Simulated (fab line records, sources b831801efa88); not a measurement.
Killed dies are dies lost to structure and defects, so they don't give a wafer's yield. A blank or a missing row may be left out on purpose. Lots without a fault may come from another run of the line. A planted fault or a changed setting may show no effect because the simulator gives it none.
Chamber matching | flow gf180mcu | GF_V1_CMP_04 on cmp-01: 4 sister chambers
The step polishes SiO2. 14 wafers are shown with their chamber, then 7 later ones without.

WAFERS WITH THEIR CHAMBER
wafer  | chamber | motor_current_A (A) | time_to_endpoint_s (s)
L680.2 | 0       | 10.3                | 74
L680.3 | 1       | 9.8                 | 82
L680.6 | 2       | 13.3                | 77
L681.3 | 3       | 12.1                | 81
L681.4 | 1       | 10.2                | 78
L681.5 | 1       | 10.5                | 81
L682.2 | 0       | 10.3                | 75
L682.3 | 2       | 14.2                | 76
L682.6 | 2       | 14.2                | 87
L685.1 | 0       | 10.6                | 72
L685.3 | 1       | 9.8                 | 74
L685.6 | 2       | 13.8                | 78
L691.3 | 2       | 13.8                | 83
L691.4 | 1       | 10.1                | 88

SIGNATURES (means of the wafers above)
reading            | chamber 0 | chamber 1 | chamber 2 | chamber 3 | scatter within a chamber
motor_current_A    | 10.400    | 10.080    | 13.860    | 12.100    | 0.31
time_to_endpoint_s | 73.67     | 80.60     | 80.20     | 81.00     | 4.46
Rule: a wafer's distance from a chamber is the root of the sum, over the readings, of the square of ((its reading less the chamber's mean) divided by the reading's scatter). The wafer belongs to the nearest chamber; if the next one is less than 2 further off, it can't be placed. The scatter: the root of (the sum of the squares of (reading less its chamber's mean) over the shown wafers, divided by (wafers less chambers)).

WAFERS WITHOUT THEIR CHAMBER
wafer  | motor_current_A (A) | time_to_endpoint_s (s)
L691.6 | 11.9                | 87
L692.2 | 12.2                | 76
L692.5 | 11.9                | 76
L692.6 | 10.8                | 77
L695.3 | 9.8                 | 77
L695.4 | 13.8                | 79
L695.6 | 11.8                | 81

WHICH CHAMBER EACH WENT THROUGH
wafer  | from the rows above     | in truth
L691.6 | 3                       | 3
L692.2 | 3                       | 3
L692.5 | 3                       | 3
L692.6 | can't be placed: 0 or 1 | 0
L695.3 | can't be placed: 1 or 0 | 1
L695.4 | 2                       | 2
L695.6 | 3                       | 3
Placed correctly: 5 of 7. Can't be placed from these rows: 2 (the true chamber is among the candidates in 2). Placed wrongly: 0.
